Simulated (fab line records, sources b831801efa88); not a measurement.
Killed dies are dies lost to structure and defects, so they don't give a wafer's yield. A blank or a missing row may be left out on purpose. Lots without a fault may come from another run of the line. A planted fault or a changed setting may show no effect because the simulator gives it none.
A sampling plan put to the test | flow sky130 | one fab line, 29 faults that these records tell of, each judged on the records of the lots that it struck; 11 more are left out, because the records don't allow judging them
The plan is the line's own looks: the steps of the route at which a gauge or an inspection reads the wafer and doesn't change it. A look can be judged if struck wafers have a number there and the file gives its usual mean and standard deviation on fault-free wafers. Caught: at a look after the fault's first step, the mean of the struck wafers lies 4 or more of those standard deviations (sigma) from the usual mean. On the tool: the same test on the tool's own readings at the fault's steps. Another recipe on the struck wafers, or a record that is blank for them alone, also counts as caught.

THE FAULTS, as the simulator had put them in
1. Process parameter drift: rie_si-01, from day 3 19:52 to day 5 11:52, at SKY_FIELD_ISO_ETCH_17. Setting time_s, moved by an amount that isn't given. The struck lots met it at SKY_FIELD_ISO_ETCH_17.
2. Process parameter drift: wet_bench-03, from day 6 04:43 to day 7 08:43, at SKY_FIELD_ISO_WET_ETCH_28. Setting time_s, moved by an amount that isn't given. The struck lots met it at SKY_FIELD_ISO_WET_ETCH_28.
3. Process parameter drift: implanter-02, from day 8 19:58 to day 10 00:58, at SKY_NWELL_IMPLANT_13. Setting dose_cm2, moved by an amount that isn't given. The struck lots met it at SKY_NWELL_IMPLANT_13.
4. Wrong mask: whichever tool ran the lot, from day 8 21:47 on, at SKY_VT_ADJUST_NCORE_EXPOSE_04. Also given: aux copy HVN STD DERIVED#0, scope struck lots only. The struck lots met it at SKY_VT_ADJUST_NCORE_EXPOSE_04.
5. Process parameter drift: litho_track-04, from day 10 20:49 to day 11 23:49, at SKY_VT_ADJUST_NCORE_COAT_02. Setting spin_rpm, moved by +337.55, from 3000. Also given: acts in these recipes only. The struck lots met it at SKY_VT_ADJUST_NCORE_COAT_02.
6. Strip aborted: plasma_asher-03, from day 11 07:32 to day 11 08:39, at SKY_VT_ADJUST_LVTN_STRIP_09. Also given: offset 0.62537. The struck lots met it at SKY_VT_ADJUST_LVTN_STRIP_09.
7. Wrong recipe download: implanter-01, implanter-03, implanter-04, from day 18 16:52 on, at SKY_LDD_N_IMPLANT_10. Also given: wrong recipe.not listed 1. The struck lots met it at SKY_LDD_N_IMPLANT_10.
8. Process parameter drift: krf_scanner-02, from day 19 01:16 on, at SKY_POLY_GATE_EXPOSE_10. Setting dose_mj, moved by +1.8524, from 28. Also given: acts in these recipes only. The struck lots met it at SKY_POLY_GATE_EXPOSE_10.
9. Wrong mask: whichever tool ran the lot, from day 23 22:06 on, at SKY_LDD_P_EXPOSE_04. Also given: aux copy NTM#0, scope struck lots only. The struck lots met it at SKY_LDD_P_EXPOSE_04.
10. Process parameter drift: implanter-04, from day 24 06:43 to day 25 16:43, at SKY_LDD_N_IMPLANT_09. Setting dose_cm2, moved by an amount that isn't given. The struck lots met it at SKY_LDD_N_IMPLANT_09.
11. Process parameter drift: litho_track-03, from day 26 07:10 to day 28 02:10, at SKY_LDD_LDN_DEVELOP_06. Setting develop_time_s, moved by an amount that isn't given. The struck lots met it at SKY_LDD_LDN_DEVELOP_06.
12. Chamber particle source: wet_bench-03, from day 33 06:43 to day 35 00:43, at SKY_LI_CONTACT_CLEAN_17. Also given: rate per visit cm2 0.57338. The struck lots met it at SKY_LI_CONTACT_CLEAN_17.
13. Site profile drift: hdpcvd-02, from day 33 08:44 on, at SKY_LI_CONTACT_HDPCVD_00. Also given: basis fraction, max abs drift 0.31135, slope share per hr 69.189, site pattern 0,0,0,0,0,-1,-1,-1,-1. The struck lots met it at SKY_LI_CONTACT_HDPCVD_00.
14. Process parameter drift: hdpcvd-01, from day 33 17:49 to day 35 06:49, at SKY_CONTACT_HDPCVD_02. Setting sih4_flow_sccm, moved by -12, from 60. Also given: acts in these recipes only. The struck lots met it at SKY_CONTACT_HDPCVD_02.
15. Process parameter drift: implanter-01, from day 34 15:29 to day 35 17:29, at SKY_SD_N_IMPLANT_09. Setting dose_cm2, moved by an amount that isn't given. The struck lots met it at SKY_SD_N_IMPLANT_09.
16. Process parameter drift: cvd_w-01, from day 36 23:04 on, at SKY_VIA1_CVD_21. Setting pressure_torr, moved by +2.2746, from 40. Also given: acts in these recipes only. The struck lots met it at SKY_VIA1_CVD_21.
17. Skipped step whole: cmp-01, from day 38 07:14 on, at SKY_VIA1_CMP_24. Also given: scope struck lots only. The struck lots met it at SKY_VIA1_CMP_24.
18. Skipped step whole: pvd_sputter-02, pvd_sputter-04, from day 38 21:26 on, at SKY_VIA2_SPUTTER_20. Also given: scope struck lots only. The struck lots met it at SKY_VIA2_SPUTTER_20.
19. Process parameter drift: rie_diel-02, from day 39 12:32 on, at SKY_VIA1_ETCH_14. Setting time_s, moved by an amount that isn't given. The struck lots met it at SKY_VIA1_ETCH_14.
20. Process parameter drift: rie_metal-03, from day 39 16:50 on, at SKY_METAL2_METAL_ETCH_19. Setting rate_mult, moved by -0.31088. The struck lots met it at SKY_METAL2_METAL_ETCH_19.
21. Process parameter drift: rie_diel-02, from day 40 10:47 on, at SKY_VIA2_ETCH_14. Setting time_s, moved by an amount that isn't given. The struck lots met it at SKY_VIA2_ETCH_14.
22. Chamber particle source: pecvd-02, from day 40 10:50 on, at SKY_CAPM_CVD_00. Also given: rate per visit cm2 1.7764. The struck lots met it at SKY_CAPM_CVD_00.
23. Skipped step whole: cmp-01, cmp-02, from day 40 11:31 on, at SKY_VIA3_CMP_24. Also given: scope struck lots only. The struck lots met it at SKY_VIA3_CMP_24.
24. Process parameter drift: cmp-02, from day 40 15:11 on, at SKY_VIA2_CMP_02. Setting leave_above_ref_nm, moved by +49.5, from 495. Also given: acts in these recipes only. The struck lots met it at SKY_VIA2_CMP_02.
25. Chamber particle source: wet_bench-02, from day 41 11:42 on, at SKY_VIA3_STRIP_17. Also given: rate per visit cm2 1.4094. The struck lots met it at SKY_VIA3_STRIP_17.
26. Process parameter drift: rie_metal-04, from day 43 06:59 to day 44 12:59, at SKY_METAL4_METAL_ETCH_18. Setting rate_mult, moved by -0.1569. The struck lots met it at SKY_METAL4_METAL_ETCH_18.
27. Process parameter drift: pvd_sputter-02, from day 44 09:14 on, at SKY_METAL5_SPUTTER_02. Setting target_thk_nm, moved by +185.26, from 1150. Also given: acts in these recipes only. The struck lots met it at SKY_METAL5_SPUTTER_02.
28. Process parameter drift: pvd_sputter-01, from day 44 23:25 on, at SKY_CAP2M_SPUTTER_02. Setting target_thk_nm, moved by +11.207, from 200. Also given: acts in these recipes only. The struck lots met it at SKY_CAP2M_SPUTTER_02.
29. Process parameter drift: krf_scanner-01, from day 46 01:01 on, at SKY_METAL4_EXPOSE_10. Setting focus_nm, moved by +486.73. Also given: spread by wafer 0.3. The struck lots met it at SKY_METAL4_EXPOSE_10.

WHAT THE PLAN SAW
fault | on the tool itself                               | first look that catches it                      | reading, sigma                                           | median hours from its first step to that look | hours from the fault's start to the first struck lot there | judged looks passed uncaught
1     | run_length_s -99 or beyond sigma                 | none of the 2 looks that can be judged after it | -                                                        | -                                             | -                                                          | 2
2     | run_length_s -11 sigma                           | none of the 4 looks that can be judged after it | -                                                        | -                                             | -                                                          | 4
3     | dose_ions_cm2 -99 or beyond sigma                | not the one look that can be judged after it    | strongest: NWELL_RS at SKY_NWELL_RS_MEAS_29, +3.5        | -                                             | -                                                          | 1
4     | under 2 sigma                                    | SKY_VT_ADJUST_NCORE_TW_MEAS_11                  | VT_ADJUST_NCORE_TW -99 or beyond                         | 10.9                                          | 14                                                         | 0
5     | spin_speed_rpm +99 or beyond sigma               | none of the 4 looks that can be judged after it | strongest: cd_nm at SKY_VT_ADJUST_NCORE_CD_MEAS_07, +3.1 | -                                             | -                                                          | 4
6     | oes_product_au +51 sigma                         | SKY_VT_ADJUST_LVTN_TW_MEAS_21                   | VT_ADJUST_LVTN_2_TW -99 or beyond                        | 23.0                                          | 24                                                         | 1
7     | no reading that can be judged                    | not the one look that can be judged after it    | strongest: LDD_N_TW at SKY_LDD_N_TW_MEAS_17, -2.3        | -                                             | -                                                          | 1
8     | exposure_dose_mJ_cm2 +59 sigma                   | SKY_POLY_GATE_CD_MEAS_13                        | cd_nm -7.6                                               | 15.0                                          | 20                                                         | 0
9     | under 2 sigma                                    | SKY_LDD_P_TW_MEAS_11                            | LDD_P_TW -99 or beyond                                   | 14.6                                          | 23                                                         | 0
10    | dose_ions_cm2 +99 or beyond sigma                | no look after it can be judged                  | -                                                        | -                                             | -                                                          | 0
11    | under 2 sigma                                    | SKY_LDD_LDN_TW_MEAS_13                          | LDD_LDN_TW -99 or beyond                                 | 0.9                                           | 18                                                         | 0
12    | no reading that can be judged                    | no look after it can be judged                  | -                                                        | -                                             | -                                                          | 0
13    | under 2 sigma                                    | SKY_LI_CONTACT_THK_MEAS_01                      | LI_CONTACT_HDPCVD_THK -9.9                               | 0.1                                           | 3                                                          | 0
14    | sih4_flow_sccm -65 sigma                         | SKY_CONTACT_THK_MEAS_03                         | CONTACT_HDPCVD_THK -18                                   | 0.1                                           | 11                                                         | 0
15    | dose_ions_cm2 -99 or beyond sigma                | SKY_SD_N_TW_MEAS_12                             | SD_N_TW -4.2                                             | 0.4                                           | 8                                                          | 0
16    | chamber_pressure_Torr +26 sigma                  | not the one look that can be judged after it    | strongest: VIA1_W_RS at SKY_VIA1_RS_MEAS_22, -2.6        | -                                             | -                                                          | 1
17    | the tool's record is blank for the struck wafers | no look after it can be judged                  | -                                                        | -                                             | -                                                          | 0
18    | the tool's record is blank for the struck wafers | no look after it can be judged                  | -                                                        | -                                             | -                                                          | 0
19    | run_length_s -55 sigma                           | no look after it can be judged                  | -                                                        | -                                             | -                                                          | 0
20    | oes_product_au -8.5 sigma                        | no look after it can be judged                  | -                                                        | -                                             | -                                                          | 0
21    | run_length_s -50 sigma                           | no look after it can be judged                  | -                                                        | -                                             | -                                                          | 0
22    | under 2 sigma                                    | no look after it can be judged                  | -                                                        | -                                             | -                                                          | 0
23    | the tool's record is blank for the struck wafers | no look after it can be judged                  | -                                                        | -                                             | -                                                          | 0
24    | under 2 sigma                                    | no look after it can be judged                  | -                                                        | -                                             | -                                                          | 0
25    | only faintly: bath_guard_temp_C -2.1 sigma       | no look after it can be judged                  | -                                                        | -                                             | -                                                          | 0
26    | under 2 sigma                                    | no look after it can be judged                  | -                                                        | -                                             | -                                                          | 0
27    | under 2 sigma                                    | SKY_METAL5_RS_MEAS_05                           | METAL5_ALCU_RS -11                                       | 0.1                                           | 15                                                         | 0
28    | under 2 sigma                                    | SKY_CAP2M_RS_MEAS_03                            | CAP2M_TIN_RS -4.8                                        | 0.1                                           | 21                                                         | 0
29    | no reading that can be judged                    | SKY_METAL4_CD_MEAS_13                           | cd_nm -96                                                | 8.7                                           | 16                                                         | 0
A dash: the fault isn't caught, or these records don't give the number.

Caught at a look: 11 of 29. Caught on the tool: 16 of 29. By one or the other: 23 of 29.
Caught on the tool alone: faults 1, 2, 3, 5, 10, 16, 17, 18, 19, 20, 21, 23.
Caught at a look alone: faults 4, 9, 11, 13, 27, 28, 29.
Caught by neither: faults 7, 12, 22, 24, 25, 26.

THINNER SAMPLING
If the look that catches a fault measured only every second or every third lot, by lot number, the first struck lot would be measured this late in the worst case:
fault | struck lots at that look, in order of time | every lot | every second lot | every third lot
4     | L205                                       | 14 h      | may miss it      | may miss it
6     | L742                                       | 24 h      | may miss it      | may miss it
8     | L547, L549, L551                           | 20 h      | may miss all 3   | 51 h
9     | L943                                       | 23 h      | may miss it      | may miss it
11    | L175, L177                                 | 18 h      | may miss all 2   | may miss all 2
13    | L869, L870, L872                           | 3 h       | 9 h              | may miss all 3
14    | L578, L580, L581                           | 11 h      | 23 h             | may miss all 3
15    | L342, L343                                 | 8 h       | 17 h             | may miss all 2
27    | L333, L335                                 | 15 h      | may miss all 2   | may miss all 2
28    | L255                                       | 21 h      | may miss it      | may miss it
29    | L640, L641                                 | 16 h      | 20 h             | may miss all 2
Hours are from the fault's start to the first struck lot that is measured. The limit of 4 sigma was tested on all struck wafers together, so one lot alone may lie under it. Other struck lots may not be in these records.

THE LONGEST TIMED WAY FROM STEP TO LOOK
Fault 6: a median of 23.0 hours passes between SKY_VT_ADJUST_LVTN_STRIP_09 and SKY_VT_ADJUST_LVTN_TW_MEAS_21. The look between them that can be judged stayed within 4 sigma: SKY_VT_ADJUST_LVTN_TW_MEAS_10.
